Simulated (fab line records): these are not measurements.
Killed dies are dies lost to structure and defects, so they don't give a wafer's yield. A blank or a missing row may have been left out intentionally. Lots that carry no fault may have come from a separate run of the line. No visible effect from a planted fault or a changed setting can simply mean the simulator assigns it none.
What tool caused it?	flow sky130	Sampling: 12 lots, 32 wafers, 5 of 708 route steps

## WHAT EACH GAUGE READ, for each wafer
SKY_VIA4_OVL_MEAS_11.
lot	measured	on	VIA4_OVL (nm)
L572	day 43 10:53	overlay-01	0.4 -0.1 2.1
L577	day 44 17:13	overlay-01	-0.7 0.0 -0.4
L578	day 45 10:58	overlay-02	2.0 1.4 1.0
L580	day 45 13:44	overlay-01	0.1 -1.7 -2.1
L579	day 45 18:11	overlay-01	3.4 0.9 1.1
L583	day 46 11:34	overlay-02	-1.8 -1.2 -1.2
L584	day 46 14:32	overlay-02	1.1 -0.9 -0.4
L585	day 46 18:30	overlay-01	-0.3 -0.1 0.4
L586	day 46 23:55	overlay-01	-0.4 1.3 1.0
L589	day 48 02:31	overlay-02	1.3 2.9 2.1
L591	day 48 03:25	overlay-01	0.3
L593	day 48 12:13	overlay-02	2.8

SKY_PASSIVATION_THK_MEAS_03.
lot	measured	on	PASSIVATION_CVD_02_THK (nm)
L572	day 44 12:01	film metro-01	551 551 545
L577	day 45 17:07	film metro-01	539 537 543
L578	day 46 10:03	film metro-04	536 542 554
L580	day 46 13:24	film metro-01	529 542 550
L579	day 46 18:15	film metro-04	531 537 535
L583	day 47 10:04	film metro-04	537 534 532
L584	day 47 13:02	film metro-01	529 539 547
L585	day 47 16:20	film metro-04	538 547 542
L586	day 47 22:32	film metro-03	545 544 548
L589	day 48 23:52	film metro-04	533 533 543
L591	day 49 01:02	film metro-04	315 315
L593	day 49 08:54	film metro-04	326 326

## EACH LOT AND THE TOOL THAT RAN IT (in order: tool; ch and the chambers of the sampled wafers; start)
lot	SKY_METAL4_METAL_ETCH_18	SKY_METAL5_SPUTTER_03	SKY_PASSIVATION_CVD_02
L572	rie metal-04 ch 0,1, day 42 09:50	pvd sputter-03, day 43 12:36	pecvd-04 ch 0,1,2, day 44 11:52
L577	rie metal-03 ch 0,1, day 43 17:52	pvd sputter-01, day 44 18:43	pecvd-01 ch 0,1, day 45 16:54
L578	rie metal-04 ch 0,1, day 44 12:40	pvd sputter-02, day 45 12:28	pecvd-01 ch 0,2, day 46 09:49
L580	rie metal-04 ch 0,1, day 44 15:20	pvd sputter-01, day 45 15:13	pecvd-04 ch 0,2, day 46 13:10
L579	rie metal-04 ch 0,1, day 44 20:05	pvd sputter-01, day 45 19:42	pecvd-04 ch 0,1, day 46 18:00
L583	rie metal-03 ch 0,1, day 45 12:31	pvd sputter-02, day 46 13:04	pecvd-02 ch 0,1,2, day 47 09:50
L584	rie metal-04 ch 0,1, day 45 17:11	pvd sputter-01, day 46 16:01	pecvd-02 ch 1,2, day 47 12:47
L585	rie metal-03 ch 0,1, day 45 21:26	pvd sputter-03, day 46 19:59	pecvd-02 ch 0,2, day 47 16:05
L586	rie metal-04 ch 0,1, day 46 02:10	pvd sputter-03, day 47 01:49	pecvd-04 ch 1,2, day 47 22:19
L589	rie metal-04 ch 0,1, day 47 05:40	pvd sputter-01, day 48 04:03	pecvd-01 ch 0,1, day 48 23:38
L591	rie metal-03 ch 1, day 47 07:04	pvd sputter-01, day 48 05:01	pecvd-02 ch 0, day 49 00:49
L593	rie metal-02 ch 0, day 47 15:44	pvd sputter-02, day 48 13:41	pecvd-02 ch 0, day 49 08:45
- SKY_METAL4_METAL_ETCH_18: etches the open film in Cl2/BCl3, stops on SiO2, target depth 845 nm, time 183.1 s.
- SKY_METAL5_SPUTTER_03: material Ti, target thk 5 nm, time 3.3 s.
- SKY_PASSIVATION_CVD_02: deposits Si3N4, target thk 540 nm.

## WHAT THE TOOLS THEMSELVES READ (means of the sampled wafers that have a number; where no wafer has one, the mark that the record gives instead)
SKY_METAL4_METAL_ETCH_18.
lot	tool	bcl3 flow sccm (sccm)	drypump motor current A (A)	oes product au (a.u.)	throttle valve pct (%)
L572	rie metal-04	30.00	6.0	0.860	22.268
L577	rie metal-03	29.94	5.5	0.861	22.273
L578	rie metal-04	30.02	6.0	0.862	22.260
L580	rie metal-04	30.01	5.9	0.865	22.277
L579	rie metal-04	30.06	6.0	0.863	22.260
L583	rie metal-03	30.04	5.5	0.878	22.261
L584	rie metal-04	30.12	6.0	0.861	22.263
L585	rie metal-03	29.91	5.6	0.872	22.269
L586	rie metal-04	30.07	5.9	0.871	22.272
L589	rie metal-04	30.03	5.9	0.860	22.271
L591	rie metal-03	29.97	5.4	0.867	22.276
L593	rie metal-02	30.00	5.0	0.872	22.254

SKY_METAL5_SPUTTER_03.
lot	tool	throttle valve pct (%)
L572	pvd sputter-03	29.6
L577	pvd sputter-01	30.4
L578	pvd sputter-02	29.3
L580	pvd sputter-01	30.3
L579	pvd sputter-01	31.3
L583	pvd sputter-02	29.7
L584	pvd sputter-01	31.0
L585	pvd sputter-03	30.5
L586	pvd sputter-03	30.5
L589	pvd sputter-01	30.4
L591	pvd sputter-01	31.3
L593	pvd sputter-02	28.1

SKY_PASSIVATION_CVD_02.
lot	tool	heater power w (W)	susceptor temp C (C)
L572	pecvd-04	691	399.93
L577	pecvd-01	690	399.79
L578	pecvd-01	718	399.90
L580	pecvd-04	606	399.89
L579	pecvd-04	773	400.07
L583	pecvd-02	706	399.86
L584	pecvd-02	619	400.25
L585	pecvd-02	769	399.88
L586	pecvd-04	810	399.87
L589	pecvd-01	683	400.14
L591	pecvd-02	921	399.74
L593	pecvd-02	927	400.05

## THE ANSWER, worked out from the rows above alone
Rule: what is usual is taken from the lots themselves. The widest of any qualifying gaps counts: lots, ordered by their means at a reading, are off when they make up no more than a third of the lots, leave a main group of 4 or more, and stand apart from it by 3 or more times the standard deviation of that group's means. If all means in a main group match to the digits the tables above print for the reading, that group is not used. Also off: a lot with no number at a reading for which 4 or more lots have one. All remaining lots with rows at the step are treated as sound. Order of review: gauges by route order, followed by the tools' own readings, for which a lot's mean as printed above is used. At the first step where some lot is off, the reading lying furthest off is the one used; lots without a number count as furthest.
Off: L591, L593, seen at SKY_PASSIVATION_THK_MEAS_03 (PASSIVATION_CVD_02_THK). For the main group the mean is 540 nm and the standard deviation 4.6.
A tool fits if, at a process step before that reading, it ran every lot that is off, and no sound lot after the first of them. Those tools and the gauges at SKY_PASSIVATION_THK_MEAS_03 are tried in the same way. Can't be told from this: 2 tools fit, pecvd-02 at SKY_PASSIVATION_CVD_02, film metro-04 at SKY_PASSIVATION_THK_MEAS_03.

## WHAT THE SIMULATOR PUT IN
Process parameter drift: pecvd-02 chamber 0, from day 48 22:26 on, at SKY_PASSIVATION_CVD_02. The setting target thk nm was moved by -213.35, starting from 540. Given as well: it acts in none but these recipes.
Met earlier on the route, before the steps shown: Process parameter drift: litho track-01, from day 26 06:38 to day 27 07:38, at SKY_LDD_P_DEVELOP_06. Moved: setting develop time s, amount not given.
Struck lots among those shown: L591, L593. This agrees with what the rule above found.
